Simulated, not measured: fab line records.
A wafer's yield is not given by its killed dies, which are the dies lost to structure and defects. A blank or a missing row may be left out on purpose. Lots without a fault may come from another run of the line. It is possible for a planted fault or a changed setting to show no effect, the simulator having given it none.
fab line records	flow sky130
[record] lots = 12	wafers = 36	last_day = 50
route steps=708 shown VT_ADJUST_LVTN@118 VT_ADJUST_NCORE@129 VT_ADJUST_HVTR@141 SONOS_TUNNEL@160
lots that met no fault: taken from a fault-free run of the same line
start_h: start of the lot's first displayed wafer, in hours after the record's first day	wait_h: hours from the lot's prior step to this one	" as in the row above	L1.1+2: one row covering several wafers at once	- no value, or no start given	* or withheld: withheld	< > ~ a bound
route shown NAME@n: NAME is a module with steps in the file, n the number in the route of the first one	usual: the fault-free wafers' mean and standard deviation	same: alike in all rows	chamber/n: place in a boat	sites: per-site readings	_std_site: the standard deviation of these	_edge_site: outer sites' mean less inner sites'	radius_mm: how far each site lies from the wafer's centre	mask NAME#n: copy n	behind: the tool/chamber that last shaped the wafer	hold: reason for holding the lot/hours on hold/outcome of the hold	device: the n, p or np transistor that did not switch	end of line: the route-end tests of the same wafers	step lacking rows: just its recipe	killed: the dies lost at the first sort to structure and to defects; this is not the yield of the wafer	map: a wafer's dies, x killed, . not, _ none there
set.NAME: the setting that was run; set.NAME@STEP: the one run at that earlier step	model.NAME: the simulator's own value behind a step, which no gauge read
route steps across a sampled set of lots; one table per step, one row per wafer
services: the hour from which a tool's chamber was out of use, counted from the record's first day as start_h (under 0 if before that day), plus the number of hours and why
[[steps]]
[step SKY_VT_ADJUST_LVTN_TW_MEAS_21]
[usual] VT_ADJUST_LVTN_2_TW = 186.8/1.5
lot.wafer	tool	chamber	start_h	wait_h	VT_ADJUST_LVTN_2_TW
L639.2	film_metro-01	-	159.03	0.1	186.5
L639.3	"	-	"	"	186.5
L639.4	"	-	"	"	185.6
L640.1	film_metro-04	-	173.27	0.1	188.5
L640.4	"	-	"	"	189.4
L640.5	"	-	"	"	188.0
L641.2	film_metro-03	-	174.12	0.1	188.2
L641.3	"	-	"	"	187.9
L641.6	"	-	"	"	187.2
L642.1	film_metro-03	-	183.25	0.1	188.7
L642.4	"	-	"	"	187.9
L642.5	"	-	"	"	188.9
L646.1	film_metro-03	-	208.62	0.1	187.6
L646.3	"	-	"	"	188.7
L646.5	"	-	"	"	186.7
L648.1	film_metro-01	-	219.87	0.1	185.2
L648.2	"	-	"	"	186.8
L648.6	"	-	"	"	187.9
L649.1	film_metro-01	-	229.31	0.1	185.0
L649.3	"	-	"	"	185.8
L649.6	"	-	"	"	186.1
L650.1	film_metro-01	-	233.71	0.1	186.2
L650.4	"	-	"	"	185.8
L650.6	"	-	"	"	186.4
L659.3	film_metro-01	-	294.04	0.1	185.3
L659.4	"	-	"	"	185.5
L659.6	"	-	"	"	185.1
L660.4	film_metro-01	-	299.98	0.1	184.6
L660.5	"	-	"	"	184.6
L660.6	"	-	"	"	184.9
L661.1	film_metro-03	-	308.85	0.1	187.1
L661.2	"	-	"	"	186.8
L661.3	"	-	"	"	187.0
L662.3	film_metro-01	-	318.77	0.1	185.1
L662.5	"	-	"	"	185.1
L662.6	"	-	"	"	185.2
[step SKY_VT_ADJUST_NCORE_STRIP_10]
[recipe] chemistry = O2/N2	power_w = 1400	pressure_mtorr = 1500	platen_temp_c = withheld	o2_flow_sccm = 3000	n2_flow_sccm = 300	overash_fraction = 0.5
[usual] drypump_motor_current_A = 6.1/0.51	oes_product_au = 0.715/0.0044	strip_time_to_endpoint_s = 14.05/0.032
lot.wafer	tool	chamber	start_h	wait_h	drypump_motor_current_A	oes_product_au	rf_hours_counter_h	strip_time_to_endpoint_s
L639.2	plasma_asher-03	1	179.19	0.1	5.6	0.712	47	14.03
L639.3	"	1	"	"	5.6	0.724	-	14.07
L639.4	"	0	"	"	5.7	0.721	-	14.06
L640.1	plasma_asher-04	0	194.16	0.1	6.5	0.710	37	14.12
L640.4	"	1	"	"	5.8	0.715	-	14.04
L640.5	"	1	"	"	5.8	0.716	-	14.06
L641.2	plasma_asher-02	1	194.64	0.1	5.5	0.717	51	14.06
L641.3	"	1	"	"	5.5	0.714	-	14.04
L641.6	"	1	"	"	5.5	0.712	-	14.04
L642.1	plasma_asher-02	1	204.29	0.1	5.5	0.717	52	13.99
L642.4	"	1	"	"	5.5	0.714	-	14.01
L642.5	"	0	"	"	6.7	0.714	-	14.04
L646.1	plasma_asher-02	0	230.93	0.1	6.8	0.714	54	14.09
L646.3	"	0	"	"	6.8	0.716	-	14.02
L646.5	"	0	"	"	6.8	0.703	-	14.09
L648.1	plasma_asher-02	1	242.39	0.1	5.5	0.717	55	14.02
L648.2	"	0	"	"	6.8	0.715	55	14.05
L648.6	"	1	"	"	5.5	0.708	-	14.06
L649.1	plasma_asher-04	1	251.39	0.1	5.8	0.711	42	14.05
L649.3	"	0	"	"	6.6	0.724	-	14.07
L649.6	"	0	"	"	6.5	0.723	-	14.04
L650.1	plasma_asher-04	1	256.14	0.1	5.8	0.715	42	14.10
L650.4	"	1	"	"	5.8	0.717	-	14.13
L650.6	"	1	"	"	5.8	0.721	-	14.09
L659.3	plasma_asher-02	0	319.77	0.1	6.7	0.716	-	14.02
L659.4	"	1	"	"	5.5	0.716	-	14.03
L659.6	"	0	"	"	6.7	0.720	-	14.02
L660.4	plasma_asher-04	0	326.36	0.1	6.5	0.715	-	14.06
L660.5	"	0	"	"	6.5	0.719	-	14.05
L660.6	"	1	"	"	5.8	0.718	-	14.01
L661.1	plasma_asher-02	1	334.53	0.1	5.5	0.709	64	14.02
L661.2	"	0	"	"	6.8	0.718	64	14.06
L661.3	"	1	"	"	5.5	0.720	-	14.01
L662.3	plasma_asher-02	0	345.31	0.1	6.8	0.717	-	14.03
L662.5	"	1	"	"	5.5	0.706	-	14.08
L662.6	"	0	"	"	6.8	0.707	-	14.05
[step SKY_VT_ADJUST_HVTR_STRIP_10]
[recipe] chemistry = O2/N2	power_w = 1400	pressure_mtorr = 1500	platen_temp_c = withheld	o2_flow_sccm = 3000	n2_flow_sccm = 300	overash_fraction = 0.5
[usual] drypump_motor_current_A = 5.8/0.37	oes_product_au = 0.716/0.004	strip_time_to_endpoint_s = 14.16/0.035
lot.wafer	tool	chamber	start_h	wait_h	drypump_motor_current_A	oes_product_au	rf_hours_counter_h	strip_time_to_endpoint_s
L639.2	plasma_asher-03	1	200.59	0.1	5.6	0.717	50	14.17
L639.3	"	0	"	"	5.8	0.711	-	14.21
L639.4	"	1	"	"	5.5	0.721	-	14.16
L640.1	plasma_asher-03	1	215.39	0.1	5.5	0.711	51	14.13
L640.4	"	1	"	"	5.6	0.708	-	14.11
L640.5	"	1	"	"	5.5	0.717	-	14.15
L641.2	plasma_asher-04	0	215.51	0.1	6.5	0.716	39	14.22
L641.3	"	1	"	"	5.8	0.720	-	14.19
L641.6	"	0	"	"	6.6	0.722	-	14.18
L642.1	plasma_asher-01	0	225.69	0.1	5.4	0.713	11	14.20
L642.4	"	0	"	"	5.4	0.722	-	14.21
L642.5	"	1	"	"	6.4	0.717	-	14.22
L646.1	plasma_asher-03	1	252.59	0.1	5.5	0.724	55	14.19
L646.3	"	1	"	"	5.6	0.715	-	14.18
L646.5	"	0	"	"	5.8	0.713	-	14.17
L648.1	plasma_asher-03	1	266.57	0.1	5.5	0.717	56	14.13
L648.2	"	0	"	"	5.8	0.715	56	14.07
L648.6	"	1	"	"	5.6	0.709	-	14.11
L649.1	plasma_asher-03	0	275.97	0.1	5.8	0.712	57	14.10
L649.3	"	0	"	"	5.8	0.720	-	14.12
L649.6	"	0	"	"	5.8	0.712	-	14.11
L650.1	plasma_asher-01	0	281.07	0.1	5.4	0.714	17	14.11
L650.4	"	0	"	"	5.4	0.724	-	14.16
L650.6	"	0	"	"	5.4	0.715	-	14.13
L659.3	plasma_asher-04	1	346.80	0.1	5.8	0.713	-	14.18
L659.4	"	0	"	"	6.6	0.713	-	14.14
L659.6	"	0	"	"	6.5	0.715	-	14.18
L660.4	plasma_asher-01	0	354.37	0.1	5.3	0.717	-	14.15
L660.5	"	1	"	"	6.4	0.718	-	14.15
L660.6	"	0	"	"	5.4	0.714	-	14.19
L661.1	plasma_asher-01	0	361.57	0.1	5.4	0.720	25	14.09
L661.2	"	1	"	"	6.4	0.718	25	14.14
L661.3	"	0	"	"	5.4	0.717	-	14.12
L662.3	plasma_asher-01	1	373.47	0.1	6.4	0.721	-	14.18
L662.5	"	0	"	"	5.4	0.719	-	14.14
L662.6	"	1	"	"	6.4	0.718	-	14.22
[step SKY_SONOS_TUNNEL_DEVELOP_06]
[recipe] resist = NOVOLAK	developer = TMAH	develop_time_s = 60	dev_temp_c = 23
[usual] developer_temp_C = 23.00/0.12
lot.wafer	tool	chamber	start_h	wait_h	developer_temp_C
L639.2	litho_track-02	0	243.89	0.1	23.09
L639.3	"	0	"	"	22.93
L639.4	"	0	"	"	23.13
L640.1	litho_track-04	0	260.63	0.1	23.01
L640.4	"	0	"	"	22.92
L640.5	"	0	"	"	23.15
L641.2	litho_track-02	0	260.89	0.1	23.00
L641.3	"	0	"	"	22.82
L641.6	"	0	"	"	23.02
L642.1	litho_track-04	0	271.73	0.1	23.01
L642.4	"	0	"	"	22.88
L642.5	"	0	"	"	22.97
L646.1	litho_track-01	0	301.76	0.1	23.07
L646.3	"	0	"	"	22.93
L646.5	"	0	"	"	22.92
L648.1	litho_track-01	0	316.31	0.1	20.79
L648.2	"	0	"	"	20.75
L648.6	"	0	"	"	20.63
L649.1	litho_track-01	0	326.06	0.1	20.80
L649.3	"	0	"	"	20.65
L649.6	"	0	"	"	20.69
L650.1	litho_track-01	0	331.36	0.1	20.68
L650.4	"	0	"	"	20.45
L650.6	"	0	"	"	20.53
L659.3	litho_track-01	0	401.81	0.1	22.87
L659.4	"	0	"	"	22.93
L659.6	"	0	"	"	23.03
L660.4	litho_track-01	0	410.24	0.1	23.10
L660.5	"	0	"	"	23.20
L660.6	"	0	"	"	22.88
L661.1	litho_track-02	0	417.72	0.1	22.82
L661.2	"	0	"	"	22.96
L661.3	"	0	"	"	22.84
L662.3	litho_track-02	0	428.77	0.1	23.11
L662.5	"	0	"	"	23.06
L662.6	"	0	"	"	22.99
[step SKY_SONOS_TUNNEL_CD_MEAS_07]
[recipe] target_cd_nm = 410
[usual] cd_nm = 410.9/2.2
lot.wafer	tool	chamber	start_h	wait_h	cd_nm
L639.2	cd_sem-02	-	244.04	0.1	415.2
L639.3	"	-	"	"	415.3
L639.4	"	-	"	"	413.3
L640.1	cd_sem-01	-	260.78	0.1	409.0
L640.4	"	-	"	"	411.1
L640.5	"	-	"	"	408.9
L641.2	cd_sem-01	-	261.04	0.1	413.9
L641.3	"	-	"	"	412.6
L641.6	"	-	"	"	412.2
L642.1	cd_sem-01	-	271.88	0.1	412.7
L642.4	"	-	"	"	413.1
L642.5	"	-	"	"	413.9
L646.1	cd_sem-01	-	301.91	0.1	407.1
L646.3	"	-	"	"	409.3
L646.5	"	-	"	"	408.3
L648.1	cd_sem-02	-	316.46	0.1	421.5
L648.2	"	-	"	"	421.1
L648.6	"	-	"	"	422.5
L649.1	cd_sem-02	-	326.21	0.1	417.4
L649.3	"	-	"	"	419.9
L649.6	"	-	"	"	414.7
L650.1	cd_sem-02	-	331.51	0.1	414.0
L650.4	"	-	"	"	415.2
L650.6	"	-	"	"	415.2
L659.3	cd_sem-02	-	401.95	0.1	415.3
L659.4	"	-	"	"	414.0
L659.6	"	-	"	"	414.0
L660.4	cd_sem-01	-	410.37	0.1	411.7
L660.5	"	-	"	"	410.7
L660.6	"	-	"	"	409.4
L661.1	cd_sem-01	-	417.87	0.1	410.8
L661.2	"	-	"	"	410.8
L661.3	"	-	"	"	409.6
L662.3	cd_sem-01	-	428.91	0.1	408.8
L662.5	"	-	"	"	410.1
L662.6	"	-	"	"	411.6
[[services]]
tool	chamber	start_h	hours	kind
plasma_asher-03	-	161.09	15.6	pm
plasma_asher-02	-	178.47	14.5	pm
plasma_asher-04	-	248.52	2.8	pm
plasma_asher-01	-	253.36	1.3	repair
plasma_asher-03	-	350.02	0.5	repair
plasma_asher-04	-	370.86	3.6	repair
plasma_asher-03	-	372.12	28.1	pm
plasma_asher-02	-	421.32	9.0	pm
plasma_asher-02	0	421.32	9.0	vent_cycle
plasma_asher-02	1	421.32	9.0	vent_cycle
[[key]]
[first_sign] step = SKY_SONOS_TUNNEL_DEVELOP_06	reading = developer_temp_C	direction = down	sigmas = 20	usual = *	struck = *
[effect] step = SKY_SONOS_TUNNEL_CD_MEAS_07	reading = cd_nm	direction = up	sigmas = 3.2	usual = 410.9	struck = 417.9	through = control_loop
met_at SKY_SONOS_TUNNEL_DEVELOP_06
struck_lots L648,L649,L650
tester_left_out L648,L649,L650
[loop_trim] step = SKY_SONOS_TUNNEL_EXPOSE_04	setting = dose	lots = L650
not_acting_at SKY_VT_ADJUST_LVTN_TW_MEAS_21,SKY_VT_ADJUST_NCORE_STRIP_10,SKY_VT_ADJUST_HVTR_STRIP_10
onset_between 301.76 316.31
[fault] kind = process_parameter_drift	tool = litho_track-01	chamber = -	onset_h = 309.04	steps = SKY_SONOS_TUNNEL_DEVELOP_06	channel = dev_temp_c	offset = *	shape = step	end_h = 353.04	acts_in = *	stated = *
// tester_left_out: of these lots the tester's yield and bins aren't shown, on N5 and GAA mostly nor the transistor test; their killed dies are dies lost to structure and defects alone, not to doping, threshold or leakage, so they don't give the yield
// loop_trim: a control loop set the setting to another value than it would have without faults
